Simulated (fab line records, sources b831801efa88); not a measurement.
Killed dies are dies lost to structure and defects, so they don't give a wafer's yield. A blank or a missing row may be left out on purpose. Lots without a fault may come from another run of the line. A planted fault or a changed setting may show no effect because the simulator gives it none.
Which tool did it? | flow gf180mcu | 14 lots, 42 wafers sampled, at 4 steps of a route of 602

WHAT THE GAUGES READ, wafer by wafer
GF_M1_RS_MEAS_05: measures by four-point-probe. Usual: M1_ALCU_RS 0.0696 ohm/sq, standard deviation 0.00064.
lot  | measured     | on            | M1_ALCU_RS (ohm/sq)  | flag
L691 | day 16 11:15 | film_metro-01 | 0.0707 0.0696 0.0690 |
L692 | day 16 18:18 | film_metro-01 | 0.0706 0.0705 0.0700 |
L694 | day 17 17:33 | film_metro-03 | 0.0708 0.0700 0.0698 |
L695 | day 18 00:45 | film_metro-03 | 0.0687 0.0682        |
L696 | day 18 10:51 | film_metro-02 | 0.0702 0.0698        |
L697 | day 18 18:51 | film_metro-02 | 0.0698 0.0701 0.0704 |
L705 | day 22 00:49 | film_metro-03 | 0.0694 0.0697 0.0693 |
L706 | day 22 01:16 | film_metro-02 | 0.0695 0.0691 0.0691 |
L707 | day 22 12:21 | film_metro-02 | 0.0699 0.0697 0.0695 |
L708 | day 22 20:56 | film_metro-01 | 0.0695 0.0699 0.0692 |
L710 | day 23 07:48 | film_metro-02 | 0.0677 0.0680 0.0692 |
L711 | day 23 18:07 | film_metro-01 | 0.0697 0.0692 0.0701 |
L712 | day 24 00:51 | film_metro-03 | 0.0701 0.0698 0.0702 |
L713 | day 24 06:07 | film_metro-03 | 0.0694 0.0698 0.0695 |

WHICH TOOL RAN EACH LOT (tool, then ch and the chambers of the sampled wafers, then the start)
lot  | GF_CONTACT_ETCH_17                 | GF_CONTACT_STRIP_18                  | GF_M1_SPUTTER_04
L691 | rie_diel-01 ch 1,2,3, day 16 09:00 | plasma_asher-03 ch 0,1, day 16 10:03 | pvd_sputter-03, day 16 11:13
L692 | rie_diel-03 ch 0,2,3, day 16 16:00 | plasma_asher-04 ch 0,1, day 16 17:05 | pvd_sputter-01, day 16 18:16
L694 | rie_diel-03 ch 0,2,3, day 17 16:00 | plasma_asher-04 ch 0,1, day 17 16:20 | pvd_sputter-01, day 17 17:31
L695 | rie_diel-03 ch 0,1,3, day 17 23:00 | plasma_asher-03 ch 0,1, day 17 23:32 | pvd_sputter-04, day 18 00:43
L696 | rie_diel-03 ch 0,1,3, day 18 09:00 | plasma_asher-03 ch 0,1, day 18 09:27 | pvd_sputter-01, day 18 10:49
L697 | rie_diel-04 ch 1,2,3, day 18 17:00 | plasma_asher-04 ch 0,1, day 18 17:32 | pvd_sputter-04, day 18 18:49
L705 | rie_diel-01 ch 0,1,3, day 21 23:00 | plasma_asher-04 ch 0,1, day 21 23:35 | pvd_sputter-01, day 22 00:46
L706 | rie_diel-04 ch 0,3, day 21 23:00   | plasma_asher-02 ch 0,1, day 21 23:56 | pvd_sputter-03, day 22 01:12
L707 | rie_diel-04 ch 0,2,3, day 22 10:00 | plasma_asher-02 ch 0,1, day 22 10:56 | pvd_sputter-03, day 22 12:19
L708 | rie_diel-03 ch 0,1,2, day 22 19:00 | plasma_asher-02 ch 0,1, day 22 19:44 | pvd_sputter-03, day 22 20:53
L710 | rie_diel-03 ch 0,1,2, day 23 06:00 | plasma_asher-03 ch 0,1, day 23 06:35 | pvd_sputter-03, day 23 07:42
L711 | rie_diel-03 ch 0,1,3, day 23 16:00 | plasma_asher-04 ch 0,1, day 23 16:53 | pvd_sputter-03, day 23 18:04
L712 | rie_diel-03 ch 1,2,3, day 23 23:00 | plasma_asher-04 ch 0,1, day 23 23:37 | pvd_sputter-04, day 24 00:45
L713 | rie_diel-03 ch 0,1,2, day 24 04:00 | plasma_asher-04 ch 1, day 24 04:52   | pvd_sputter-01, day 24 06:04
- GF_CONTACT_ETCH_17: etches SiO2 in C4F8/O2/Ar, stops on CoSi2, target depth 860 nm.
- GF_CONTACT_STRIP_18: strips in O2/N2.
- GF_M1_SPUTTER_04: material TiN, target thk 50 nm, time 41.7 s.

WHAT THE TOOLS THEMSELVES READ (means of the sampled wafers that have a number; where no wafer has one, the mark that the record gives instead)
GF_CONTACT_ETCH_17. Usual: oes_product_au 0.814 a.u., standard deviation 0.005.
lot  | tool        | oes_product_au (a.u.) | flag
L691 | rie_diel-01 | 0.814                 |
L692 | rie_diel-03 | 0.813                 |
L694 | rie_diel-03 | 0.813                 |
L695 | rie_diel-03 | 0.802                 |
L696 | rie_diel-03 | 0.808                 |
L697 | rie_diel-04 | 0.815                 |
L705 | rie_diel-01 | 0.808                 |
L706 | rie_diel-04 | 0.814                 |
L707 | rie_diel-04 | 0.817                 |
L708 | rie_diel-03 | 0.813                 |
L710 | rie_diel-03 | 0.811                 |
L711 | rie_diel-03 | 0.815                 |
L712 | rie_diel-03 | 0.815                 |
L713 | rie_diel-03 | 0.817                 |

GF_CONTACT_STRIP_18. Usual: drypump_motor_current_A 5.9 A, standard deviation 0.52; heater_power_w 327 W, standard deviation 30; oes_product_au 0.579 a.u., standard deviation 0.0043; platen_temp_c 250.00 C, standard deviation 0.19.
lot  | tool            | drypump_motor_current_A (A) | heater_power_w (W) | oes_product_au (a.u.) | platen_temp_c (C) | flag
L691 | plasma_asher-03 | 6.6                         | 331                | 0.575                 | 250.07            |
L692 | plasma_asher-04 | 5.5                         | 306                | 0.578                 | 250.10            |
L694 | plasma_asher-04 | 5.4                         | 297                | 0.578                 | 249.98            |
L695 | plasma_asher-03 | 6.6                         | 347                | 0.586                 | 250.10            |
L696 | plasma_asher-03 | 6.6                         | 333                | 0.588                 | 249.84            |
L697 | plasma_asher-04 | 5.5                         | 307                | 0.580                 | 249.95            |
L705 | plasma_asher-04 | 5.5                         | 314                | 0.579                 | 249.84            |
L706 | plasma_asher-02 | 5.8                         | 340                | 0.581                 | 250.11            |
L707 | plasma_asher-02 | 5.8                         | 363                | 0.575                 | 249.96            |
L708 | plasma_asher-02 | 5.8                         | 349                | 0.579                 | 250.05            |
L710 | plasma_asher-03 | 6.6                         | 347                | 0.579                 | 250.22            |
L711 | plasma_asher-04 | 5.5                         | 317                | 0.578                 | 249.92            |
L712 | plasma_asher-04 | 5.5                         | 309                | 0.582                 | 249.85            |
L713 | plasma_asher-04 | 5.2                         | 290                | 0.579                 | 249.79            |

GF_M1_SPUTTER_04. Usual: throttle_valve_pct 29.8 %, standard deviation 0.77.
lot  | tool           | throttle_valve_pct (%) | flag
L691 | pvd_sputter-03 | 29.9                   |
L692 | pvd_sputter-01 | 29.9                   |
L694 | pvd_sputter-01 | 28.7                   |
L695 | pvd_sputter-04 | 30.9                   |
L696 | pvd_sputter-01 | 29.1                   |
L697 | pvd_sputter-04 | 29.6                   |
L705 | pvd_sputter-01 | 29.3                   |
L706 | pvd_sputter-03 | 29.6                   |
L707 | pvd_sputter-03 | 29.6                   |
L708 | pvd_sputter-03 | 29.6                   |
L710 | pvd_sputter-03 | 29.7                   |
L711 | pvd_sputter-03 | 29.9                   |
L712 | pvd_sputter-04 | 29.8                   |
L713 | pvd_sputter-01 | 29.2                   |

THE ANSWER, worked out from the rows above alone
Rule: a lot is off if the mean of its wafers that have a number lies more than 3 standard deviations from the usual mean. A lot without any number at a reading at which 4 lots or more have one is off too. The other lots that the step has rows for count as sound. The gauges are gone through in route order, then the tools' own readings, and for those a lot's mean is taken as printed above. The first step at which some lot is off is used, and at that step the reading that is off furthest; a lot without a number counts as furthest.
No lot is off at any reading shown: from this, nothing can be told.

WHAT THE SIMULATOR HAD PUT IN
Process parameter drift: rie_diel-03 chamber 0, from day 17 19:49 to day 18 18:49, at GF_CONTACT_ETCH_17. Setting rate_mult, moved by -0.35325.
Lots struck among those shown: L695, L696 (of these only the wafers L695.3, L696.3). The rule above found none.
